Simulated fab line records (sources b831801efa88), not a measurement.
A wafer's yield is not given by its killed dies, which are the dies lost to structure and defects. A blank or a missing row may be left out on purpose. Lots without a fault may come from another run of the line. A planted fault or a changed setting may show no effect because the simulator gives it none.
fab line records | flow sky130
[record] lots = 6 | wafers = 18 | last_day = 50
route steps=708 shown RES_XHIGH@340 SD_N@342 SD_P@359 PAD_OPEN@708
lots that met no fault: taken from a fault-free run of the same line
start_h: hours from the record's opening day to when the first of the lot's shown wafers began | wait_h: hours elapsed since this lot's preceding step | " unchanged from the row above | L1.1+2: a single row standing in for several wafers | - no value present, or no start provided | * or withheld: withheld | < > ~ a bound
route shown NAME@n: a module of which the file shows steps, and the number in the route of the first | usual: mean and standard deviation over wafers with no fault | same: alike in all rows | chamber/n: place in a boat | sites: readings site by site | _std_site: the standard deviation of these | _edge_site: the outer-site mean with the inner-site mean subtracted | radius_mm: how far each site lies from the wafer's centre | mask NAME#n: copy n | behind: the most recent tool/chamber to have shaped the wafer | hold: reason for holding the lot/hours on hold/outcome of the hold | device: the n, p or np transistor that did not switch | end of line: the tests these same wafers got at the end of their route | a step without rows: its recipe alone | killed: count of dies lost to structure and defects at first sort (not the wafer's yield) | map: the dies of a wafer, with x for killed, . for not killed, _ for no die there
set.NAME: the setting that was run; set.NAME@STEP: the one run at that earlier step | model.NAME: the simulator's own value behind a step, which no gauge read
lots seen at some steps along the route; tables by step, rows by wafer
services: the hour from which a tool's chamber was out of use, counted from the record's first day as start_h (under 0 if before that day), plus the number of hours and why
[[steps]]
[step SKY_RES_XHIGH_STRIP_08]
[recipe] chemistry = O2/N2 | power_w = 1400 | pressure_mtorr = 1500 | platen_temp_c = withheld | o2_flow_sccm = 3000 | n2_flow_sccm = 300 | overash_fraction = 0.5
[usual] drypump_motor_current_A = 5.6/0.36 | oes_product_au = 0.710/0.0044 | strip_time_to_endpoint_s = 14.28/0.049
[same] overash_fraction = 0.5
lot.wafer | tool            | chamber | start_h | wait_h | drypump_motor_current_A | oes_product_au | rf_hours_counter_h | strip_time_to_endpoint_s
L464.2    | plasma_asher-02 | 0       | 649.95  | 0.1    | 6.4                     | 0.715          | 95                 | 14.28
L464.4    | "               | 0       | "       | "      | 6.4                     | 0.702          | -                  | 14.24
L464.5    | "               | 1       | "       | "      | 5.4                     | 0.710          | -                  | 14.30
L465.1    | plasma_asher-04 | 1       | 656.68  | 0.1    | 5.8                     | 0.716          | 82                 | 14.23
L465.2    | "               | 0       | "       | "      | 5.4                     | 0.715          | 82                 | 14.27
L465.3    | "               | 0       | "       | "      | 5.4                     | 0.705          | -                  | 14.23
L482.1    | plasma_asher-01 | 0       | 783.13  | 0.1    | 5.3                     | 0.706          | 67                 | 14.37
L482.2    | "               | 1       | "       | "      | 5.4                     | 0.708          | 67                 | 14.32
L482.3    | "               | 1       | "       | "      | 5.3                     | 0.715          | -                  | 14.34
L484.1    | plasma_asher-02 | 1       | 787.13  | 0.1    | 5.4                     | 0.717          | 5                  | 14.17
L484.4    | "               | 0       | "       | "      | 6.4                     | 0.708          | -                  | 14.15
L484.6    | "               | 0       | "       | "      | 6.4                     | 0.715          | -                  | 14.18
L483.3    | plasma_asher-01 | 0       | 789.10  | 0.1    | 5.4                     | 0.708          | -                  | 14.33
L483.5    | "               | 1       | "       | "      | 5.3                     | 0.711          | -                  | 14.31
L483.6    | "               | 0       | "       | "      | 5.4                     | 0.711          | -                  | 14.34
L485.2    | plasma_asher-02 | 0       | 805.76  | 0.1    | 6.4                     | 0.709          | 6                  | 14.25
L485.3    | "               | 0       | "       | "      | 6.3                     | 0.715          | -                  | 14.26
L485.6    | "               | 0       | "       | "      | 6.3                     | 0.709          | -                  | 14.20
[step SKY_RES_XHIGH_TW_MEAS_09]
[usual] RES_XHIGH_TW = 1612/8.5
lot.wafer | tool          | chamber | start_h | wait_h | RES_XHIGH_TW
L464.2    | film_metro-02 | -       | 650.06  | 0.1    | 1623
L464.4    | "             | -       | "       | "      | 1615
L464.5    | "             | -       | "       | "      | 1609
L465.1    | film_metro-01 | -       | 656.78  | 0.1    | 1620
L465.2    | "             | -       | "       | "      | 1623
L465.3    | "             | -       | "       | "      | 1619
L482.1    | film_metro-02 | -       | 783.23  | 0.1    | 1608
L482.2    | "             | -       | "       | "      | 1611
L482.3    | "             | -       | "       | "      | 1615
L484.1    | film_metro-04 | -       | 787.23  | 0.1    | 1634
L484.4    | "             | -       | "       | "      | 1630
L484.6    | "             | -       | "       | "      | 1624
L483.3    | film_metro-01 | -       | 789.18  | 0.1    | 1605
L483.5    | "             | -       | "       | "      | 1610
L483.6    | "             | -       | "       | "      | 1608
L485.2    | film_metro-02 | -       | 805.87  | 0.1    | 1604
L485.3    | "             | -       | "       | "      | 1616
L485.6    | "             | -       | "       | "      | 1613
[step SKY_SD_N_DEHYDRATE_00]
[recipe] temp_c = 200 | time_s = 60
[step SKY_SD_N_HMDS_01]
[recipe] prime_time_s = 60 | prime_temp_c = 120
[step SKY_SD_N_COAT_02]
[recipe] resist = NOVOLAK | spin_rpm = 3000 | resist_thk_nm = 1140
[step SKY_SD_N_SOFTBAKE_03]
[recipe] temp_c = 90 | time_s = 60 | resist = NOVOLAK
[step SKY_SD_N_EXPOSE_04]
[recipe] mask_id = NSDM | na = 0.6 | source_shape = conventional | sigma_outer = 0.6 | polarization = unpolarized | target_cd_nm = 380 | dose_mj = 141
[step SKY_SD_N_PEB_05]
[recipe] temp_c = withheld | time_s = * | resist = NOVOLAK
[step SKY_SD_N_DEVELOP_06]
[recipe] resist = NOVOLAK | developer = TMAH | develop_time_s = 60 | dev_temp_c = 23
[step SKY_SD_N_CD_MEAS_07]
[recipe] target_cd_nm = 380
[usual] cd_nm = 380.2/2.1
lot.wafer | tool      | chamber | start_h | wait_h | cd_nm
L464.2    | cd_sem-01 | -       | 678.50  | 0.2    | 380.4
L464.4    | "         | -       | "       | "      | 381.0
L464.5    | "         | -       | "       | "      | 378.1
L465.1    | cd_sem-01 | -       | 685.18  | 0.1    | 379.7
L465.2    | "         | -       | "       | "      | 381.5
L465.3    | "         | -       | "       | "      | 380.2
L482.1    | cd_sem-01 | -       | 810.38  | 0.1    | 381.0
L482.2    | "         | -       | "       | "      | 379.7
L482.3    | "         | -       | "       | "      | 381.0
L484.1    | cd_sem-01 | -       | 813.36  | 0.1    | 381.5
L484.4    | "         | -       | "       | "      | 382.5
L484.6    | "         | -       | "       | "      | 382.1
L483.3    | cd_sem-02 | -       | 814.85  | 0.1    | 377.9
L483.5    | "         | -       | "       | "      | 381.3
L483.6    | "         | -       | "       | "      | 379.9
L485.2    | cd_sem-01 | -       | 832.43  | 0.1    | 380.2
L485.3    | "         | -       | "       | "      | 380.1
L485.6    | "         | -       | "       | "      | 380.3
[step SKY_SD_N_OVL_MEAS_08]
[usual] SD_N_OVL = 0.1/1.5
lot.wafer | tool       | chamber | start_h | wait_h | SD_N_OVL[nm]
L464.2    | overlay-01 | -       | 678.61  | 0.1    | 0.4
L464.4    | "          | -       | "       | "      | 1.1
L464.5    | "          | -       | "       | "      | -1.7
L465.1    | overlay-01 | -       | 685.30  | 0.1    | -2.6
L465.2    | "          | -       | "       | "      | -1.6
L465.3    | "          | -       | "       | "      | -3.5
L482.1    | overlay-01 | -       | 810.50  | 0.1    | 0.1
L482.2    | "          | -       | "       | "      | -1.6
L482.3    | "          | -       | "       | "      | 0.4
L484.1    | overlay-01 | -       | 813.48  | 0.1    | 0.0
L484.4    | "          | -       | "       | "      | 0.4
L484.6    | "          | -       | "       | "      | -0.9
L483.3    | overlay-01 | -       | 814.95  | 0.1    | -1.0
L483.5    | "          | -       | "       | "      | -1.9
L483.6    | "          | -       | "       | "      | -1.0
L485.2    | overlay-02 | -       | 832.54  | 0.1    | 1.5
L485.3    | "          | -       | "       | "      | 0.2
L485.6    | "          | -       | "       | "      | -0.5
[step SKY_SD_N_IMPLANT_09]
[recipe] species = As | energy_kev = 50 | dose_cm2 = 4e+15 | tilt_deg = 0
[step SKY_SD_N_IMPLANT_10]
[recipe] species = P | energy_kev = 20 | dose_cm2 = 1e+14 | tilt_deg = 0
[usual] dose_ions_cm2 = 9.996e+13/1.1e+11 | faraday_current_uA = 534/33
lot.wafer | tool         | chamber | start_h | wait_h | dose_ions_cm2 | faraday_current_uA
L464.2    | implanter-02 | 0       | 678.81  | 0.1    | 1.0022e+14    | 561
L464.4    | "            | 0       | "       | "      | 1.0006e+14    | 545
L464.5    | "            | 0       | "       | "      | 1.0014e+14    | 588
L465.1    | implanter-01 | 0       | 685.49  | 0.1    | 1.0005e+14    | 495
L465.2    | "            | 0       | "       | "      | 9.995e+13     | 499
L465.3    | "            | 0       | "       | "      | 9.987e+13     | 492
L482.1    | implanter-01 | 0       | 810.69  | 0.1    | 9.9e+12       | 55
L482.2    | "            | 0       | "       | "      | 9.86e+12      | 55
L482.3    | "            | 0       | "       | "      | 9.88e+12      | 58
L484.1    | implanter-02 | 0       | 813.67  | 0.1    | 1.0002e+14    | 567
L484.4    | "            | 0       | "       | "      | 9.993e+13     | 554
L484.6    | "            | 0       | "       | "      | 9.996e+13     | 573
L483.3    | implanter-01 | 0       | 815.17  | 0.1    | 9.86e+12      | 56
L483.5    | "            | 0       | "       | "      | 9.97e+12      | 54
L483.6    | "            | 0       | "       | "      | 9.97e+12      | 58
L485.2    | implanter-02 | 0       | 832.75  | 0.1    | 1.0007e+14    | 541
L485.3    | "            | 0       | "       | "      | 1.0008e+14    | 543
L485.6    | "            | 0       | "       | "      | 1.0013e+14    | 541
[step SKY_SD_N_STRIP_11]
[recipe] chemistry = O2/N2 | power_w = 1400 | pressure_mtorr = 1500 | platen_temp_c = withheld | o2_flow_sccm = 3000 | n2_flow_sccm = 300 | overash_fraction = 0.5
[usual] drypump_motor_current_A = 5.5/0.36 | oes_product_au = 0.527/0.0044 | strip_time_to_endpoint_s = 22.54/0.043
[same] overash_fraction = 0.5
lot.wafer | tool            | chamber | start_h | wait_h | drypump_motor_current_A | oes_product_au | rf_hours_counter_h | strip_time_to_endpoint_s
L464.2    | plasma_asher-03 | 0       | 678.94  | 0.1    | 5.3                     | 0.535          | 25                 | 22.54
L464.4    | "               | 0       | "       | "      | 5.3                     | 0.526          | -                  | 22.54
L464.5    | "               | 0       | "       | "      | 5.2                     | 0.527          | -                  | 22.52
L465.1    | plasma_asher-03 | 0       | 685.64  | 0.1    | 5.2                     | 0.524          | 25                 | 22.56
L465.2    | "               | 1       | "       | "      | 5.4                     | 0.527          | 25                 | 22.59
L465.3    | "               | 0       | "       | "      | 5.3                     | 0.526          | -                  | 22.61
L482.1    | plasma_asher-02 | 1       | 810.84  | 0.1    | 5.4                     | 0.521          | 7                  | 22.48
L482.2    | "               | 0       | "       | "      | 6.4                     | 0.525          | 7                  | 22.45
L482.3    | "               | 0       | "       | "      | 6.4                     | 0.530          | -                  | 22.51
L484.1    | plasma_asher-01 | 0       | 813.82  | 0.1    | 5.4                     | 0.517          | 71                 | 22.50
L484.4    | "               | 1       | "       | "      | 5.3                     | 0.532          | -                  | 22.54
L484.6    | "               | 0       | "       | "      | 5.4                     | 0.531          | -                  | 22.48
L483.3    | plasma_asher-02 | 0       | 815.30  | 0.1    | 6.3                     | 0.531          | -                  | 22.52
L483.5    | "               | 1       | "       | "      | 5.4                     | 0.528          | -                  | 22.49
L483.6    | "               | 0       | "       | "      | 6.4                     | 0.521          | -                  | 22.48
L485.2    | plasma_asher-01 | 1       | 832.87  | 0.1    | 5.3                     | 0.523          | 73                 | 22.50
L485.3    | "               | 1       | "       | "      | 5.3                     | 0.527          | -                  | 22.50
L485.6    | "               | 1       | "       | "      | 5.4                     | 0.527          | -                  | 22.47
[step SKY_SD_N_TW_MEAS_12]
[usual] SD_N_TW = 3922/24
lot.wafer | tool          | chamber | start_h | wait_h | SD_N_TW
L464.2    | film_metro-02 | -       | 679.05  | 0.1    | 3903
L464.4    | "             | -       | "       | "      | 3910
L464.5    | "             | -       | "       | "      | 3901
L465.1    | film_metro-02 | -       | 685.74  | 0.1    | 3912
L465.2    | "             | -       | "       | "      | 3915
L465.3    | "             | -       | "       | "      | 3909
L482.1    | film_metro-02 | -       | 810.94  | 0.1    | 3920
L482.2    | "             | -       | "       | "      | 3903
L482.3    | "             | -       | "       | "      | 3898
L484.1    | film_metro-01 | -       | 813.92  | 0.1    | 3895
L484.4    | "             | -       | "       | "      | 3914
L484.6    | "             | -       | "       | "      | 3926
L483.3    | film_metro-02 | -       | 815.39  | 0.1    | 3899
L483.5    | "             | -       | "       | "      | 3902
L483.6    | "             | -       | "       | "      | 3890
L485.2    | film_metro-02 | -       | 832.98  | 0.1    | 3902
L485.3    | "             | -       | "       | "      | 3910
L485.6    | "             | -       | "       | "      | 3912
[step SKY_SD_N_CLEAN_13]
[recipe] chemistry = SC1/SC2 | mix = 1:4:20 | temp_c = 70 | time_s = 150 | dry = n2_spin
[step SKY_SD_N_RTA_14]
[recipe] temp_c = 1075 | time_s = 2 | idle_temp_c = 650 | ramp_up_c_per_s = 150 | ramp_down_c_per_s = 90 | ambient = N2
[usual] lamp_power_pct = 15.73/0.05 | ramp_up_c_per_s = 150.00/0.029 | wafer_temp_C_max = 1078.0/1.2
[same] time_s = 2
lot.wafer | tool          | chamber | start_h | wait_h | lamp_power_pct | ramp_up_c_per_s | wafer_temp_C_max
L464.2    | rtp_anneal-01 | 0       | 679.16  | 0.0    | 15.66          | 150.00          | 1078.1
L464.4    | "             | 0       | "       | "      | 15.77          | 150.02          | 1078.5
L464.5    | "             | 0       | "       | "      | 15.68          | 150.03          | 1076.7
L465.1    | rtp_anneal-02 | 0       | 685.85  | 0.0    | 15.83          | 150.02          | 1076.7
L465.2    | "             | 0       | "       | "      | 15.75          | 149.98          | 1078.7
L465.3    | "             | 0       | "       | "      | 15.78          | 150.04          | 1079.1
L482.1    | rtp_anneal-01 | 0       | 811.05  | 0.0    | 15.73          | 149.96          | 1080.1
L482.2    | "             | 0       | "       | "      | 15.73          | 149.98          | 1078.2
L482.3    | "             | 0       | "       | "      | 15.67          | 150.03          | 1078.1
L484.1    | rtp_anneal-02 | 0       | 814.03  | 0.0    | 15.76          | 149.97          | 1078.2
L484.4    | "             | 0       | "       | "      | 15.72          | 150.09          | 1078.1
L484.6    | "             | 0       | "       | "      | 15.76          | 150.00          | 1077.7
L483.3    | rtp_anneal-01 | 0       | 815.50  | 0.0    | 15.76          | 150.02          | 1078.0
L483.5    | "             | 0       | "       | "      | 15.73          | 150.01          | 1079.4
L483.6    | "             | 0       | "       | "      | 15.71          | 149.96          | 1077.5
L485.2    | rtp_anneal-02 | 0       | 833.09  | 0.0    | 15.73          | 150.03          | 1077.4
L485.3    | "             | 0       | "       | "      | 15.65          | 150.05          | 1077.7
L485.6    | "             | 0       | "       | "      | 15.75          | 150.03          | 1080.4
[step SKY_SD_N_RS_MEAS_16]
[recipe] thk_meas_gauge = four-point-probe
[usual] SD_N_RS = 68.63/0.1
lot.wafer | tool          | chamber | start_h | wait_h | SD_N_RS[ohm/sq]
L464.2    | film_metro-04 | -       | 679.34  | 0.1    | 68.85
L464.4    | "             | -       | "       | "      | 68.65
L464.5    | "             | -       | "       | "      | 68.66
L465.1    | film_metro-01 | -       | 686.02  | 0.1    | 68.64
L465.2    | "             | -       | "       | "      | 68.54
L465.3    | "             | -       | "       | "      | 68.59
L482.1    | film_metro-01 | -       | 811.22  | 0.1    | 70.67
L482.2    | "             | -       | "       | "      | 70.63
L482.3    | "             | -       | "       | "      | 70.45
L484.1    | film_metro-01 | -       | 814.20  | 0.1    | 68.61
L484.4    | "             | -       | "       | "      | 68.76
L484.6    | "             | -       | "       | "      | 68.71
L483.3    | film_metro-01 | -       | 815.69  | 0.1    | 70.72
L483.5    | "             | -       | "       | "      | 70.50
L483.6    | "             | -       | "       | "      | 70.74
L485.2    | film_metro-01 | -       | 833.28  | 0.1    | 68.60
L485.3    | "             | -       | "       | "      | 68.51
L485.6    | "             | -       | "       | "      | 68.66
[step SKY_SD_N_RS_MEAS_17]
[recipe] thk_meas_gauge = four-point-probe
[usual] SD_P_RS = 147.3/0.31
lot.wafer | tool          | chamber | start_h | wait_h | SD_P_RS[ohm/sq]
L464.2    | film_metro-04 | -       | 679.46  | 0.1    | 148.1
L464.4    | "             | -       | "       | "      | 147.4
L464.5    | "             | -       | "       | "      | 147.7
L465.1    | film_metro-01 | -       | 686.14  | 0.1    | 146.9
L465.2    | "             | -       | "       | "      | 147.5
L465.3    | "             | -       | "       | "      | 147.8
L482.1    | film_metro-01 | -       | 811.34  | 0.1    | 147.4
L482.2    | "             | -       | "       | "      | 147.0
L482.3    | "             | -       | "       | "      | 147.3
L484.1    | film_metro-01 | -       | 814.32  | 0.1    | 147.8
L484.4    | "             | -       | "       | "      | 147.4
L484.6    | "             | -       | "       | "      | 147.3
L483.3    | film_metro-01 | -       | 815.81  | 0.1    | 147.4
L483.5    | "             | -       | "       | "      | 147.3
L483.6    | "             | -       | "       | "      | 148.0
L485.2    | film_metro-01 | -       | 833.40  | 0.1    | 147.2
L485.3    | "             | -       | "       | "      | 147.1
L485.6    | "             | -       | "       | "      | 147.0
[step SKY_PAD_OPEN_PROBE_99]
[usual] killed_at_M0_to_M3 = 43/7.4 | killed_at_M4_up = 3.3/2 | killed_at_contacts = 24/5.4 | killed_at_front_end = 16/4.2 | killed_at_other = 0.3/0.61 | killed_dies = 87/9.4 | killed_open = 47/7.3 | killed_short = 40/6.7
[same] gross_dies = 492 | killed_at_back_side = 0
lot.wafer | tool      | chamber | start_h | wait_h | killed_at_M0_to_M3 | killed_at_M4_up | killed_at_contacts | killed_at_front_end | killed_at_other | killed_dies | killed_open | killed_short | model.etest.res_ndiff.rs_ohm_sq | model.etest.res_ndiff_hv.rs_ohm_sq
L464.2    | prober-02 | -       | 1099.48 | 0.1    | 41                 | 3               | 25                 | 16                  | 0               | 85          | 49          | 36           | 120.3                           | 114.8
L464.4    | prober-02 | -       | 1099.58 | 0.2    | 41                 | 4               | 18                 | 17                  | 1               | 81          | 45          | 36           | 120                             | 114.7
L464.5    | prober-02 | -       | 1099.63 | 0.2    | 42                 | 2               | 25                 | 21                  | 1               | 91          | 47          | 43           | 120.9                           | 114.5
L465.1    | prober-01 | -       | 1104.13 | 0.1    | 50                 | 5               | 16                 | 11                  | 0               | 82          | 45          | 37           | 119.9                           | 113.3
L465.2    | prober-01 | -       | 1104.18 | 0.1    | 38                 | 6               | 15                 | 18                  | 0               | 77          | 43          | 34           | 119.5                           | 113.8
L465.3    | prober-01 | -       | 1104.23 | 0.2    | 32                 | 4               | 40                 | 18                  | 0               | 94          | 54          | 40           | 119.8                           | 113.8
L482.1    | prober-01 | -       | 1192.03 | 0.1    | 47                 | 1               | 19                 | 23                  | 0               | 90          | 56          | 34           | 125.4                           | 117.2
L482.2    | prober-01 | -       | 1192.08 | 0.1    | 41                 | 5               | 23                 | 17                  | 0               | 86          | 49          | 37           | 124.6                           | 117.4
L482.3    | prober-01 | -       | 1192.13 | 0.2    | 39                 | 4               | 19                 | 8                   | 0               | 70          | 45          | 25           | 123.6                           | 116.7
L484.1    | prober-02 | -       | 1193.02 | 0.1    | 26                 | 1               | 22                 | 27                  | 0               | 76          | 36          | 39           | 123.6                           | 117.6
L484.4    | prober-02 | -       | 1193.17 | 0.2    | 54                 | 3               | 18                 | 19                  | 1               | 95          | 50          | 45           | 124.2                           | 118.4
L484.6    | prober-02 | -       | 1193.27 | 0.2    | 32                 | 3               | 22                 | 16                  | 1               | 74          | 32          | 42           | 123.6                           | 117.9
L483.3    | prober-01 | -       | 1193.84 | 0.2    | 36                 | 3               | 26                 | 13                  | 0               | 78          | 38          | 39           | 123.3                           | 116.5
L483.5    | prober-01 | -       | 1193.94 | 0.2    | 30                 | 1               | 21                 | 12                  | 0               | 64          | 31          | 33           | 124.1                           | 117.2
L483.6    | prober-01 | -       | 1193.99 | 0.2    | 34                 | 1               | 31                 | 22                  | 0               | 88          | 45          | 43           | 125.3                           | 116.7
L485.2    | prober-02 | -       | 1204.98 | 0.1    | 43                 | 7               | 29                 | 11                  | 0               | 90          | 47          | 43           | 119.7                           | 113.4
L485.3    | prober-02 | -       | 1205.03 | 0.2    | 46                 | 3               | 24                 | 16                  | 0               | 89          | 47          | 40           | 119.6                           | 115
L485.6    | prober-02 | -       | 1205.18 | 0.2    | 31                 | 2               | 29                 | 14                  | 0               | 76          | 36          | 38           | 120                             | 114.3
// killed by level:class
L464.2 LI_CONTACT:geometric_particle:open=9 VIA1:geometric_particle:open=8 VIA1:geometric_particle:short=8 CONTACT:geometric_particle:open=8 VIA2:geometric_particle:open=7 FIELD_ISO:geometric_particle:short=5 POLY_GATE:geometric_particle:open=5 METAL3:geometric_particle:short=4
L464.4 VIA2:geometric_particle:open=10 VIA1:geometric_particle:open=8 CONTACT:geometric_particle:open=5 VIA3:geometric_particle:open=4 POLY_GATE:geometric_particle:short=4 LOCAL_INTERCONNECT:geometric_particle:short=4 CONTACT:geometric_particle:short=4 METAL2:geometric_particle:short=4
L464.5 VIA1:geometric_particle:open=9 CONTACT:geometric_particle:open=8 LI_CONTACT:geometric_particle:open=8 METAL2:geometric_particle:short=7 FIELD_ISO:geometric_particle:short=6 CONTACT:geometric_particle:short=6 VIA2:geometric_particle:open=5 VIA3:geometric_particle:open=5
L465.1 VIA1:geometric_particle:open=10 METAL1:geometric_particle:short=7 CONTACT:geometric_particle:open=7 VIA2:geometric_particle:open=7 VIA1:geometric_particle:short=6 POLY_GATE:geometric_particle:open=4 LI_CONTACT:geometric_particle:open=4 VIA3:geometric_particle:open=4
L465.2 VIA2:geometric_particle:open=9 VIA1:geometric_particle:open=8 FIELD_ISO:geometric_particle:open=6 POLY_GATE:geometric_particle:short=6 METAL1:geometric_particle:short=6 CONTACT:geometric_particle:open=5 VIA2:geometric_particle:short=5 FIELD_ISO:geometric_particle:short=4
L465.3 CONTACT:geometric_particle:open=19 VIA1:geometric_particle:open=12 CONTACT:geometric_particle:short=9 FIELD_ISO:geometric_particle:short=7 POLY_GATE:geometric_particle:open=5 LI_CONTACT:geometric_particle:open=5 METAL1:geometric_particle:short=5 LI_CONTACT:geometric_particle:short=4
L482.1 VIA1:geometric_particle:open=15 VIA2:geometric_particle:open=8 CONTACT:geometric_particle:open=7 FIELD_ISO:geometric_particle:short=6 POLY_GATE:geometric_particle:open=6 VIA1:geometric_particle:short=6 FIELD_ISO:geometric_particle:open=5 LI_CONTACT:geometric_particle:open=5
L482.2 VIA1:geometric_particle:open=8 VIA2:geometric_particle:open=7 CONTACT:geometric_particle:open=6 CONTACT:geometric_particle:short=6 METAL2:geometric_particle:short=6 POLY_GATE:geometric_particle:short=5 POLY_GATE:geometric_particle:open=5 LOCAL_INTERCONNECT:geometric_particle:short=5
L482.3 VIA2:geometric_particle:open=10 CONTACT:geometric_particle:open=8 VIA1:geometric_particle:open=8 VIA3:geometric_particle:open=5 LI_CONTACT:geometric_particle:open=5 CONTACT:geometric_particle:short=4 VIA1:geometric_particle:short=3 METAL2:geometric_particle:open=3
L484.1 FIELD_ISO:geometric_particle:short=9 CONTACT:geometric_particle:open=8 POLY_GATE:geometric_particle:open=6 LI_CONTACT:geometric_particle:open=5 LOCAL_INTERCONNECT:geometric_particle:short=4 CONTACT:geometric_particle:short=4 VIA1:geometric_particle:short=4 POLY_GATE:geometric_particle:short=3
L484.4 VIA1:geometric_particle:open=12 VIA3:geometric_particle:open=8 METAL1:geometric_particle:short=7 FIELD_ISO:geometric_particle:short=6 CONTACT:geometric_particle:open=6 METAL3:geometric_particle:short=6 METAL1:geometric_particle:open=5 POLY_GATE:geometric_particle:open=4
L484.6 LI_CONTACT:geometric_particle:open=8 FIELD_ISO:geometric_particle:short=6 VIA1:geometric_particle:open=6 VIA2:geometric_particle:short=6 METAL2:geometric_particle:short=5 LOCAL_INTERCONNECT:geometric_particle:short=5 LI_CONTACT:geometric_particle:short=4 CONTACT:geometric_particle:open=4
L483.3 CONTACT:geometric_particle:open=13 VIA1:geometric_particle:open=7 CONTACT:geometric_particle:short=6 METAL1:geometric_particle:short=5 METAL2:geometric_particle:short=5 FIELD_ISO:geometric_particle:short=4 LOCAL_INTERCONNECT:geometric_particle:short=4 VIA2:geometric_particle:short=4
L483.5 VIA2:geometric_particle:open=7 VIA1:geometric_particle:open=6 LOCAL_INTERCONNECT:geometric_particle:short=5 FIELD_ISO:geometric_particle:short=4 CONTACT:geometric_particle:open=4 VIA1:geometric_particle:short=4 METAL2:geometric_particle:short=4 POLY_GATE:geometric_particle:open=3
L483.6 CONTACT:geometric_particle:open=17 FIELD_ISO:geometric_particle:short=9 VIA3:geometric_particle:open=7 VIA1:geometric_particle:open=7 LOCAL_INTERCONNECT:geometric_particle:short=5 CONTACT:geometric_particle:short=5 METAL1:geometric_particle:short=5 POLY_GATE:geometric_particle:open=4
L485.2 LI_CONTACT:geometric_particle:open=10 VIA1:geometric_particle:open=7 VIA1:geometric_particle:short=7 CONTACT:geometric_particle:open=6 METAL2:geometric_particle:short=6 LOCAL_INTERCONNECT:geometric_particle:short=5 METAL2:geometric_particle:open=5 METAL3:geometric_particle:short=5
L485.3 VIA3:geometric_particle:open=10 VIA1:geometric_particle:open=9 CONTACT:geometric_particle:open=9 METAL2:geometric_particle:short=7 METAL1:geometric_particle:short=7 CONTACT:geometric_particle:short=6 POLY_GATE:geometric_particle:short=5 LI_CONTACT:geometric_particle:open=4
L485.6 CONTACT:geometric_particle:open=8 VIA2:geometric_particle:open=8 CONTACT:geometric_particle:short=7 METAL1:geometric_particle:short=6 POLY_GATE:geometric_particle:open=5 LI_CONTACT:geometric_particle:short=5 LI_CONTACT:geometric_particle:open=5 VIA1:geometric_particle:open=4
[[services]]
tool            | chamber | start_h | hours | kind
implanter-02    | -       | 640.31  | 12.2  | pm
plasma_asher-01 | -       | 665.34  | 1.1   | repair
plasma_asher-04 | -       | 669.09  | 1.5   | repair
implanter-02    | -       | 684.53  | 4.3   | repair
plasma_asher-03 | -       | 719.11  | 4.5   | repair
plasma_asher-02 | -       | 733.75  | 9.0   | pm
plasma_asher-02 | 0       | 733.75  | 9.0   | vent_cycle
plasma_asher-02 | 1       | 733.75  | 9.0   | vent_cycle
plasma_asher-02 | 0       | 742.75  | -     | clean
plasma_asher-02 | 1       | 742.75  | -     | clean
plasma_asher-04 | -       | 779.48  | 10.0  | repair
implanter-01    | -       | 819.78  | 2.3   | pm
plasma_asher-04 | -       | 826.84  | 14.6  | pm
[[key]]
[first_sign] step = SKY_SD_N_IMPLANT_10 | reading = dose_ions_cm2 | direction = down | sigmas = 99+ | usual = * | struck = *
[effect] step = SKY_SD_N_IMPLANT_10 | reading = faraday_current_uA | direction = down | sigmas = 14 | usual = 534 | struck = 56
[effect] step = SKY_SD_N_RS_MEAS_16 | reading = SD_N_RS | direction = up | sigmas = 20 | usual = 68.63 | struck = 70.62
[model_effect] step = SKY_PAD_OPEN_PROBE_99 | value = etest.res_ndiff.rs_ohm_sq | without = 121.1 | struck = 124.4
met_at SKY_SD_N_IMPLANT_10
struck_wafers L482.1,L482.2,L482.3,L483.3,L483.5,L483.6
tester_left_out L482,L483
onset_between 685.49 810.69
[fault] kind = process_parameter_drift | tool = implanter-01 | chamber = - | onset_h = 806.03 | steps = SKY_SD_N_IMPLANT_10 | channel = dose_cm2 | offset = * | shape = step | end_h = 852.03 | acts_in = * | stated = *
// tester_left_out: of these lots the tester's yield and bins aren't shown, on N5 and GAA mostly nor the transistor test; their killed dies are dies lost to structure and defects alone, not to doping, threshold or leakage, so they don't give the yield
